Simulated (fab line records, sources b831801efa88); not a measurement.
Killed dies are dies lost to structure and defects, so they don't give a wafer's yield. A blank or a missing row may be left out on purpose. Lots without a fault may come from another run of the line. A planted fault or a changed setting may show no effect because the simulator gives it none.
Chamber matching | flow gf180mcu | GF_HV_LDD_ETCHBACK_58 on rie_diel-04: 4 sister chambers
The step etches Si3N4 in CH3F/O2, stops on SiO2, time 100 s, target depth 90 nm. 20 wafers are shown with their chamber, then 10 later ones without.

WAFERS WITH THEIR CHAMBER
wafer  | chamber | drypump_motor_current_A (A) | oes_product_au (a.u.) | throttle_valve_pct (%)
L076.2 | 3       | 5.7                         | 0.843                 | 10.571
L076.3 | 1       | 5.6                         | 0.854                 | 10.573
L076.6 | 0       | 5.3                         | 0.834                 | 10.558
L077.1 | 3       | 5.8                         | 0.841                 | 10.583
L077.3 | 2       | 6.2                         | 0.848                 | 10.563
L077.5 | 2       | 6.3                         | 0.844                 | 10.548
L078.4 | 3       | 5.8                         | 0.841                 | 10.556
L078.5 | 0       | 5.3                         | 0.838                 | 10.554
L078.6 | 3       | 5.7                         | 0.837                 | 10.586
L079.2 | 3       | 5.8                         | 0.845                 | 10.566
L079.3 | 2       | 6.3                         | 0.838                 | 10.555
L079.4 | 1       | 5.7                         | 0.850                 | 10.568
L080.1 | 1       | 5.7                         | 0.846                 | 10.558
L080.3 | 3       | 5.8                         | 0.839                 | 10.558
L080.6 | 1       | 5.7                         | 0.833                 | 10.574
L087.1 | 3       | 5.7                         | 0.841                 | 10.552
L087.3 | 2       | 6.3                         | 0.836                 | 10.557
L087.5 | 3       | 5.8                         | 0.849                 | 10.560
L090.1 | 2       | 6.2                         | 0.848                 | 10.581
L090.2 | 3       | 5.7                         | 0.856                 | 10.562

SIGNATURES (means of the wafers above)
reading                 | chamber 0 | chamber 1 | chamber 2 | chamber 3 | scatter within a chamber
drypump_motor_current_A | 5.300     | 5.675     | 6.260     | 5.756     | 0.0511
oes_product_au          | 0.83600   | 0.84575   | 0.84280   | 0.84356   | 0.00638
throttle_valve_pct      | 10.55600  | 10.56825  | 10.56080  | 10.56600  | 0.011
Rule: a wafer's distance from a chamber is the root of the sum, over the readings, of the square of ((its reading less the chamber's mean) divided by the reading's scatter). The wafer belongs to the nearest chamber; if the next one is less than 2 further off, it can't be placed. The scatter: the root of (the sum of the squares of (reading less its chamber's mean) over the shown wafers, divided by (wafers less chambers)).

WAFERS WITHOUT THEIR CHAMBER
wafer  | drypump_motor_current_A (A) | oes_product_au (a.u.) | throttle_valve_pct (%)
L090.5 | 5.7                         | 0.844                 | 10.564
L091.3 | 6.3                         | 0.841                 | 10.572
L091.4 | 5.7                         | 0.835                 | 10.575
L091.5 | 6.3                         | 0.833                 | 10.545
L092.1 | 5.8                         | 0.846                 | 10.570
L092.2 | 6.3                         | 0.836                 | 10.552
L092.5 | 5.8                         | 0.844                 | 10.566
L094.1 | 5.7                         | 0.847                 | 10.554
L094.2 | 5.3                         | 0.857                 | 10.567
L094.3 | 5.7                         | 0.847                 | 10.555

WHICH CHAMBER EACH WENT THROUGH
wafer  | from the rows above     | in truth
L090.5 | can't be placed: 1 or 3 | 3
L091.3 | 2                       | 2
L091.4 | can't be placed: 1 or 3 | 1
L091.5 | 2                       | 2
L092.1 | can't be placed: 3 or 1 | 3
L092.2 | 2                       | 2
L092.5 | can't be placed: 3 or 1 | 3
L094.1 | can't be placed: 1 or 3 | 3
L094.2 | 0                       | 0
L094.3 | can't be placed: 1 or 3 | 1
Placed correctly: 4 of 10. Can't be placed from these rows: 6 (the true chamber is among the candidates in 6). Placed wrongly: 0.
